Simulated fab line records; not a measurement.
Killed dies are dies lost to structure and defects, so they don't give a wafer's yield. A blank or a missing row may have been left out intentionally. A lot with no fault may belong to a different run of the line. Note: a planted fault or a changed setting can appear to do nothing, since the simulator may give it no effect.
The same fault as seen by 2 desks -- flow sfq-line -- what lay behind the numbers comes last; until then each desk has only its own

AT THE TOOL OWNER'S DESK: litho-track-04
The tool's own readings at SFQ_TRILAYER_M4_LITHO_COAT_098 (resist thk 62 nm): means of the sampled wafers that have a number, for each lot that ran on this tool. The brackets show how far a lot's mean lies from the usual mean; more than 4 standard deviations puts the lot out of limits, marked OUT.
Columns: A = exhaust-pa at SFQ_TRILAYER_M4_LITHO_COAT_098, usual 45.2 Pa; B = spin-speed-rpm at SFQ_TRILAYER_M4_LITHO_COAT_098, usual 2999.8 rpm
lot,first seen here,A,B
L392,day 41 21:16,44.8,3000.1
L393,day 42 06:53,46.2,2868.4 (-77) OUT
L394,day 42 12:58,45.6,2868.5 (-77) OUT
This desk's finding: out of limits on L393, L394; first on L393, day 42 06:53 (spin-speed-rpm at SFQ_TRILAYER_M4_LITHO_COAT_098). Within limits: L392.

THE METROLOGY DESK
Lot by lot, what the gauges showed, no matter which tool ran the lot: averages of those sampled wafers that carry a number. The brackets show how far a lot's mean lies from the usual mean; more than 4 standard deviations puts the lot out of limits, marked OUT.
Columns: A = I3_OVL at SFQ_I3_OVL_MEAS_923, usual -1 nm; B = M4_NB_RS at SFQ_M4_RS_MEAS_924, usual 0.885 ohm/sq; C = M4_OVL at SFQ_M4_OVL_MEAS_926, usual -4 nm
lot,first seen here,A,B,C
L391,day 41 17:33,-4,0.879,-6
L392,day 41 19:57,-5,0.887,-11
L393,day 42 04:57,-5,0.903,2
L394,day 42 10:58,-6,0.872,-4
L404,day 50 04:07,1,0.900,-8
L407,day 51 12:36,-1,0.876,-3
Finding of this desk: none of the 6 lots has anything out of limits.

TAKEN TOGETHER
On L393, L394, at day 42 06:53, an alarm was possible from the tool owner's desk.
From the metrology desk's view, nothing was out of limits.
The metrology desk has L393, L394 on record, within its limits.
SFQ_TRILAYER_M4_LITHO_COAT_098 was run on litho-track-04 by each of the lots named.

WHAT WAS PUT IN BY THE SIMULATOR
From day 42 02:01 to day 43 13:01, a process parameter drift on litho-track-04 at SFQ_TRILAYER_M4_LITHO_COAT_098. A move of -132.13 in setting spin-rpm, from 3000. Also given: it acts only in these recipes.
Shown lots that were struck: L393, L394.
Time in hours from fault onset to the first out-of-limits reading at each desk: the tool owner's desk, 5.
